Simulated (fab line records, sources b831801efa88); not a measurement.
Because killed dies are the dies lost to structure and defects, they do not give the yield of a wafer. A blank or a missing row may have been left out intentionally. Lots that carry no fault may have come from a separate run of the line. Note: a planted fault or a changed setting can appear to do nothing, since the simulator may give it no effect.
fab line records	flow sky130
[record] lots = 13	wafers = 39	last_day = 50
route steps=708 shown SD_N@353 SD_P@359 LI_CONTACT@370 PAD_OPEN@708
lots that met no fault: from a run of the same line without faults
start_h: hours from the record's opening day to when the first of the lot's shown wafers began	wait_h: how many hours have passed since the lot's step before this one	" unchanged from the row above	L1.1+2: a row that stands for several wafers	- no value, or no start given	* or withheld: withheld	< > ~ a bound
route shown NAME@n: a module of which the file shows steps, and the number in the route of the first	usual: mean/standard deviation of fault-free wafers	same: alike in all rows	chamber/n: place in a boat	sites: per-site readings	_std_site: standard deviation across them	_edge_site: the outer-site mean with the inner-site mean subtracted	radius_mm: for every site, how far away it sits from the centre of the wafer	mask NAME#n: copy n	behind: tool/chamber where the wafer was last shaped	hold: why the lot was held/for how many hours/how that ended	device: whichever transistor did not switch (one of n, p or np)	end of line: the route-end tests of the same wafers	a step with no rows: only its recipe	killed: dies that structure and defects cost at the first sort, which is not the same as the wafer's yield	map: a wafer's dies, marking killed ones x, the rest . and places with no die _
set.NAME: the setting as run; set.NAME@STEP: as run at that earlier step	model.NAME: the simulator's own value behind a step, which no gauge read
a sample of lots followed through the steps of the route, with each step as a table and each wafer as a row
services: the hour from which a tool's chamber was out of use, counted from the record's first day as start_h (under 0 if before that day), plus the number of hours and why
[[steps]]
[step SKY_SD_N_STRIP_11]
[recipe] chemistry = O2/N2	power_w = 1400	pressure_mtorr = 1500	platen_temp_c = withheld	o2_flow_sccm = 3000	n2_flow_sccm = 300	overash_fraction = 0.5
[usual] drypump_motor_current_A = 5.72/0.23	oes_product_au = 0.527/0.0047	strip_time_to_endpoint_s = 22.55/0.039
lot.wafer	tool	chamber	start_h	wait_h	drypump_motor_current_A	oes_product_au	rf_hours_counter_h	strip_time_to_endpoint_s
L148.2	plasma_asher-02	1	660.20	0.1	5.57	0.528	54	22.52
L148.3	"	1	"	"	5.57	0.533	-	22.55
L148.4	"	0	"	"	5.43	0.532	-	22.49
L149.3	plasma_asher-02	0	671.80	0.1	5.42	0.531	-	22.60
L149.4	"	1	"	"	5.56	0.533	-	22.59
L149.6	"	0	"	"	5.42	0.522	-	22.58
L156.1	plasma_asher-01	0	714.13	0.1	5.53	0.526	25	22.61
L156.3	"	1	"	"	6.01	0.533	-	22.56
L156.5	"	0	"	"	5.54	0.516	-	22.63
L157.2	plasma_asher-02	1	727.57	0.1	5.58	0.531	61	22.51
L157.4	"	0	"	"	5.42	0.525	-	22.56
L157.6	"	1	"	"	5.58	0.519	-	22.56
L158.1	plasma_asher-03	0	733.28	0.1	5.97	0.530	91	22.51
L158.2	"	1	"	"	5.93	0.526	91	22.59
L158.6	"	1	"	"	5.92	0.525	-	22.58
L159.1	plasma_asher-03	0	744.63	0.1	5.97	0.526	93	22.54
L159.4	"	1	"	"	5.87	0.525	-	22.51
L159.5	"	0	"	"	5.98	0.538	-	22.53
L161.1	plasma_asher-03	0	758.72	0.1	5.95	0.526	95	22.52
L161.2	"	1	"	"	5.94	0.528	95	22.50
L161.5	"	1	"	"	5.90	0.526	-	22.54
L163.1	plasma_asher-03	0	772.33	0.1	5.97	0.528	97	22.51
L163.2	"	1	"	"	5.92	0.521	97	22.51
L163.4	"	0	"	"	5.95	0.523	-	22.50
L165.1	plasma_asher-02	1	797.85	0.1	5.58	0.530	67	22.59
L165.2	"	0	"	"	5.42	0.526	67	22.65
L165.5	"	0	"	"	5.43	0.522	-	22.58
L166.2	plasma_asher-02	1	805.20	0.1	5.56	0.527	68	22.56
L166.5	"	1	"	"	5.57	0.528	-	22.58
L166.6	"	0	"	"	5.43	0.522	-	22.53
L168.3	plasma_asher-02	0	811.41	0.1	5.43	0.524	-	22.53
L168.4	"	1	"	"	5.57	0.527	-	22.54
L168.6	"	1	"	"	5.57	0.521	-	22.50
L169.2	plasma_asher-03	0	818.57	0.1	5.96	0.520	101	22.49
L169.4	"	0	"	"	5.99	0.524	-	22.54
L169.5	"	1	"	"	5.90	0.517	-	22.51
L170.1	plasma_asher-01	0	826.58	0.1	5.55	0.538	34	22.54
L170.5	"	0	"	"	5.55	0.520	-	22.54
L170.6	"	1	"	"	6.02	0.527	-	22.46
[step SKY_SD_N_RS_MEAS_17]
[recipe] thk_meas_gauge = four-point-probe
[usual] SD_P_RS = 147.1/0.33
lot.wafer	tool	chamber	start_h	wait_h	SD_P_RS[ohm/sq]
L148.2	film_metro-04	-	660.73	0.1	147.2
L148.3	"	-	"	"	147.5
L148.4	"	-	"	"	147.5
L149.3	film_metro-02	-	672.31	0.1	147.2
L149.4	"	-	"	"	147.4
L149.6	"	-	"	"	147.1
L156.1	film_metro-03	-	714.63	0.1	147.0
L156.3	"	-	"	"	147.4
L156.5	"	-	"	"	147.5
L157.2	film_metro-02	-	728.09	0.1	146.5
L157.4	"	-	"	"	146.9
L157.6	"	-	"	"	147.1
L158.1	film_metro-02	-	733.78	0.1	147.0
L158.2	"	-	"	"	146.5
L158.6	"	-	"	"	147.2
L159.1	film_metro-03	-	745.13	0.1	146.7
L159.4	"	-	"	"	147.7
L159.5	"	-	"	"	147.2
L161.1	film_metro-02	-	759.22	0.1	146.6
L161.2	"	-	"	"	147.3
L161.5	"	-	"	"	147.1
L163.1	film_metro-04	-	772.83	0.1	146.6
L163.2	"	-	"	"	147.0
L163.4	"	-	"	"	147.2
L165.1	film_metro-04	-	798.36	0.1	147.2
L165.2	"	-	"	"	147.4
L165.5	"	-	"	"	147.6
L166.2	film_metro-04	-	805.73	0.1	146.9
L166.5	"	-	"	"	147.5
L166.6	"	-	"	"	146.9
L168.3	film_metro-03	-	811.93	0.1	147.3
L168.4	"	-	"	"	146.7
L168.6	"	-	"	"	146.8
L169.2	film_metro-02	-	819.09	0.1	147.1
L169.4	"	-	"	"	147.3
L169.5	"	-	"	"	147.0
L170.1	film_metro-02	-	827.08	0.1	147.3
L170.5	"	-	"	"	147.2
L170.6	"	-	"	"	147.1
[step SKY_LI_CONTACT_SOFTBAKE_08]
[recipe] temp_c = 100	time_s = 90	resist = KrF-thick
[usual] heater_power_total_W = 57.36/0.12	plate_temp_C = 99.99/0.12
lot.wafer	tool	chamber	start_h	wait_h	heater_power_total_W	plate_temp_C
L148.2	litho_track-01	0	675	-	57.39	99.81
L148.3	"	0	"	"	57.42	99.96
L148.4	"	0	"	"	57.25	99.94
L149.3	litho_track-04	0	687	-	57.31	99.91
L149.4	"	0	"	"	57.58	100.02
L149.6	"	0	"	"	57.26	100.02
L156.1	litho_track-02	0	729	-	57.39	99.95
L156.3	"	0	"	"	57.31	100.27
L156.5	"	0	"	"	57.14	99.86
L157.2	litho_track-04	0	742	-	57.47	100.08
L157.4	"	0	"	"	57.29	100.02
L157.6	"	0	"	"	57.45	99.95
L158.1	litho_track-04	0	747	-	56.83	99.47
L158.2	"	0	"	"	56.56	99.39
L158.6	"	0	"	"	56.78	99.56
L159.1	litho_track-04	0	759	-	56.63	99.23
L159.4	"	0	"	"	56.79	99.41
L159.5	"	0	"	"	56.99	99.41
L161.1	litho_track-01	0	773	-	57.55	99.81
L161.2	"	0	774	-	57.37	99.86
L161.5	"	0	"	"	57.35	99.83
L163.1	litho_track-02	0	786	-	57.29	100.11
L163.2	"	0	"	"	57.21	100.23
L163.4	"	0	"	"	57.25	100.14
L165.1	litho_track-01	0	812	-	57.61	99.90
L165.2	"	0	"	"	57.44	99.77
L165.5	"	0	"	"	57.25	99.92
L166.2	litho_track-01	0	819	-	57.27	100.17
L166.5	"	0	"	"	57.62	99.87
L166.6	"	0	"	"	57.56	100.04
L168.3	litho_track-01	0	826	-	57.14	99.86
L168.4	"	0	"	"	57.12	100.02
L168.6	"	0	"	"	57.39	99.85
L169.2	litho_track-02	0	833	-	57.27	100.14
L169.4	"	0	"	"	57.15	100.05
L169.5	"	0	"	"	57.41	99.95
L170.1	litho_track-04	0	840	-	57.43	99.89
L170.5	"	0	"	"	57.46	99.83
L170.6	"	0	"	"	57.34	99.76
[step SKY_LI_CONTACT_OVL_MEAS_13]
[usual] LI_CONTACT_OVL = 0/5.3
lot.wafer	tool	chamber	start_h	wait_h	LI_CONTACT_OVL[nm]
L148.2	overlay-01	-	689.97	0.1	1
L148.3	"	-	"	"	5
L148.4	"	-	"	"	4
L149.3	overlay-01	-	701.94	0.1	3
L149.4	"	-	"	"	1
L149.6	"	-	"	"	3
L156.1	overlay-01	-	743.42	0.1	3
L156.3	"	-	"	"	2
L156.5	"	-	"	"	1
L157.2	overlay-02	-	756.19	0.1	-5
L157.4	"	-	"	"	-4
L157.6	"	-	"	"	4
L158.1	overlay-01	-	760.96	0.1	-2
L158.2	"	-	"	"	-4
L158.6	"	-	"	"	-3
L159.1	overlay-01	-	773.83	0.1	-10
L159.4	"	-	"	"	1
L159.5	"	-	"	"	-9
L161.1	overlay-01	-	787.23	0.1	-13
L161.2	"	-	"	"	-7
L161.5	"	-	"	"	-15
L163.1	overlay-01	-	800.23	0.1	-3
L163.2	"	-	"	"	-8
L163.4	"	-	"	"	-2
L165.1	overlay-01	-	825.68	0.1	-8
L165.2	"	-	"	"	1
L165.5	"	-	"	"	4
L166.2	overlay-01	-	832.99	0.1	3
L166.5	"	-	"	"	3
L166.6	"	-	"	"	0
L168.3	overlay-01	-	839.09	0.1	-2
L168.4	"	-	"	"	-12
L168.6	"	-	"	"	-6
L169.2	overlay-02	-	845.96	0.1	-1
L169.4	"	-	"	"	6
L169.5	"	-	"	"	-5
L170.1	overlay-01	-	853.87	0.1	3
L170.5	"	-	"	"	8
L170.6	"	-	"	"	2
[step SKY_PAD_OPEN_PROBE_99]
[usual] killed_at_M0_to_M3 = 44/6	killed_at_M4_up = 2.9/1.5	killed_at_contacts = 24/4.9	killed_at_front_end = 16/4.3	killed_at_other = 0.3/0.54	killed_dies = 87/8.7	killed_on_rim = 17/3.6	killed_open = 48/6.7	killed_short = 39/5.9
[same] gross_dies = 492	killed_at_back_side = 0
lot.wafer	tool	chamber	start_h	wait_h	killed_at_M0_to_M3	killed_at_M4_up	killed_at_contacts	killed_at_front_end	killed_at_other	killed_dies	killed_on_rim	killed_open	killed_short
L148.2	prober-01	-	1085.93	0.1	41	2	36	13	1	93	20	49	44
L148.3	prober-01	-	1085.98	0.2	40	3	28	12	1	84	13	44	40
L148.4	prober-01	-	1086.03	0.2	41	1	26	14	3	85	17	43	42
L159.1	prober-02	-	1147.67	0.1	33	6	25	14	0	78	13	40	37
L159.4	prober-02	-	1147.82	0.2	46	4	34	19	0	103	18	54	49
L159.5	prober-02	-	1147.87	0.2	51	3	24	19	0	97	17	36	60
L161.1	prober-02	-	1153.82	0.1	47	4	20	21	0	92	13	46	45
L161.2	prober-02	-	1153.87	0.1	42	4	31	23	0	100	24	56	44
L161.5	prober-02	-	1154.02	0.2	51	5	18	19	0	93	18	51	42
L163.1	prober-02	-	1165.37	0.1	42	2	28	15	0	87	12	43	44
L163.2	prober-02	-	1165.42	0.1	49	2	24	12	1	88	16	49	39
L163.4	prober-02	-	1165.52	0.2	53	3	26	20	0	102	19	57	44
L169.2	prober-02	-	1193.60	0.1	35	1	27	17	0	80	13	41	39
L169.4	prober-02	-	1193.70	0.2	38	1	12	17	1	69	15	43	26
L169.5	prober-02	-	1193.75	0.2	36	4	29	13	1	83	16	57	26
// killed by level:class
L148.2 VIA1:geometric_particle:open=13 CONTACT:geometric_particle:open=12 FIELD_ISO:geometric_particle:short=9 CONTACT:geometric_particle:short=9 LI_CONTACT:geometric_particle:open=8 VIA3:geometric_particle:open=5 METAL1:geometric_particle:short=5 VIA2:geometric_particle:short=5
L148.3 CONTACT:geometric_particle:open=14 VIA1:geometric_particle:open=11 CONTACT:geometric_particle:short=8 METAL2:geometric_particle:short=6 LI_CONTACT:geometric_particle:open=5 VIA2:geometric_particle:short=5 SPACER:geometric_particle:short=4 VIA3:geometric_particle:short=4
L148.4 VIA1:geometric_particle:open=16 CONTACT:geometric_particle:open=10 VIA1:geometric_particle:short=8 FIELD_ISO:geometric_particle:short=6 LI_CONTACT:geometric_particle:open=6 METAL1:geometric_particle:short=5 CONTACT:geometric_particle:short=4 LI_CONTACT:geometric_particle:short=3
L159.1 CONTACT:geometric_particle:open=10 CONTACT:geometric_particle:short=7 METAL1:geometric_particle:short=6 VIA2:geometric_particle:open=6 FIELD_ISO:geometric_particle:short=4 LI_CONTACT:geometric_particle:open=4 LOCAL_INTERCONNECT:geometric_particle:short=4 VIA1:geometric_particle:open=4
L159.4 CONTACT:geometric_particle:open=12 VIA1:geometric_particle:open=10 LI_CONTACT:geometric_particle:open=8 VIA3:geometric_particle:short=7 LOCAL_INTERCONNECT:geometric_particle:short=7 VIA3:geometric_particle:open=7 CONTACT:geometric_particle:short=6 POLY_GATE:geometric_particle:short=5
L159.5 POLY_GATE:geometric_particle:short=9 VIA1:geometric_particle:open=9 CONTACT:geometric_particle:open=8 FIELD_ISO:geometric_particle:short=6 METAL2:geometric_particle:short=6 VIA3:geometric_particle:short=6 LI_CONTACT:geometric_particle:short=5 CONTACT:geometric_particle:short=5
L161.1 CONTACT:geometric_particle:open=8 VIA1:geometric_particle:open=8 METAL2:geometric_particle:short=8 VIA2:geometric_particle:open=8 FIELD_ISO:geometric_particle:short=6 FIELD_ISO:geometric_particle:open=5 POLY_GATE:geometric_particle:short=5 VIA1:geometric_particle:short=4
L161.2 CONTACT:geometric_particle:open=14 METAL1:geometric_particle:short=9 VIA1:geometric_particle:open=9 LI_CONTACT:geometric_particle:open=8 FIELD_ISO:geometric_particle:open=6 POLY_GATE:geometric_particle:open=6 POLY_GATE:geometric_particle:short=5 METAL2:geometric_particle:short=5
L161.5 VIA3:geometric_particle:open=13 VIA1:geometric_particle:open=11 POLY_GATE:geometric_particle:short=8 LI_CONTACT:geometric_particle:open=8 CONTACT:geometric_particle:open=6 METAL2:geometric_particle:short=6 VIA2:geometric_particle:open=5 METAL4:geometric_particle:short=5
L163.1 VIA1:geometric_particle:open=12 LI_CONTACT:geometric_particle:short=9 CONTACT:geometric_particle:open=7 LI_CONTACT:geometric_particle:open=6 FIELD_ISO:geometric_particle:short=5 VIA2:geometric_particle:short=5 VIA1:geometric_particle:short=5 VIA2:geometric_particle:open=5
L163.2 VIA1:geometric_particle:open=15 CONTACT:geometric_particle:open=9 VIA3:geometric_particle:open=8 CONTACT:geometric_particle:short=6 METAL2:geometric_particle:short=6 VIA2:geometric_particle:open=5 FIELD_ISO:geometric_particle:open=4 FIELD_ISO:geometric_particle:short=4
L163.4 VIA1:geometric_particle:short=12 VIA1:geometric_particle:open=11 LI_CONTACT:geometric_particle:open=9 CONTACT:geometric_particle:open=8 METAL2:geometric_particle:short=6 VIA2:geometric_particle:open=6 FIELD_ISO:geometric_particle:open=5 METAL2:geometric_particle:open=5
L169.2 POLY_GATE:geometric_particle:short=8 CONTACT:geometric_particle:open=8 LI_CONTACT:geometric_particle:open=7 VIA2:geometric_particle:open=7 VIA1:geometric_particle:short=6 METAL1:geometric_particle:short=6 FIELD_ISO:geometric_particle:open=5 VIA1:geometric_particle:open=5
L169.4 VIA3:geometric_particle:open=9 VIA2:geometric_particle:open=8 VIA1:geometric_particle:open=8 FIELD_ISO:geometric_particle:short=4 CONTACT:geometric_particle:short=4 CONTACT:geometric_particle:open=4 METAL1:geometric_particle:short=4 FIELD_ISO:geometric_particle:open=3
L169.5 VIA1:geometric_particle:open=9 LI_CONTACT:geometric_particle:open=8 CONTACT:geometric_particle:open=8 VIA3:geometric_particle:open=8 POLY_GATE:geometric_particle:open=7 VIA2:geometric_particle:open=7 LOCAL_INTERCONNECT:geometric_particle:short=5 LI_CONTACT:geometric_particle:short=3
[[services]]
tool	chamber	start_h	hours	kind
plasma_asher-01	-	677.68	2.8	pm
plasma_asher-03	-	685.28	4.2	repair
plasma_asher-01	-	704.48	3.2	repair
plasma_asher-01	-	722.98	2.2	repair
plasma_asher-02	-	737.43	11.7	repair
plasma_asher-01	-	743.43	28.3	pm
plasma_asher-03	-	754.59	1.1	repair
plasma_asher-01	-	790.51	2.7	repair
[[key]]
[first_sign] step = SKY_LI_CONTACT_SOFTBAKE_08	reading = plate_temp_C	direction = down	sigmas = 4.8	usual = *	struck = *
[effect] step = SKY_LI_CONTACT_SOFTBAKE_08	reading = heater_power_total_W	direction = down	sigmas = 4.8	usual = *	struck = *
met_at SKY_LI_CONTACT_SOFTBAKE_08
struck_lots L158,L159
tester_left_out L158,L159
not_acting_at SKY_SD_N_STRIP_11,SKY_SD_N_RS_MEAS_17,SKY_LI_CONTACT_OVL_MEAS_13
onset_between 742 747
[fault] kind = process_parameter_drift	tool = litho_track-04	chamber = -	onset_h = 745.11	steps = SKY_LI_CONTACT_SOFTBAKE_08	channel = temp_c	offset = *	shape = step	end_h = 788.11	acts_in = *	stated = *
// tester_left_out: of these lots the tester's yield and bins aren't shown, on N5 and GAA mostly nor the transistor test; their killed dies are dies lost to structure and defects alone, not to doping, threshold or leakage, so they don't give the yield
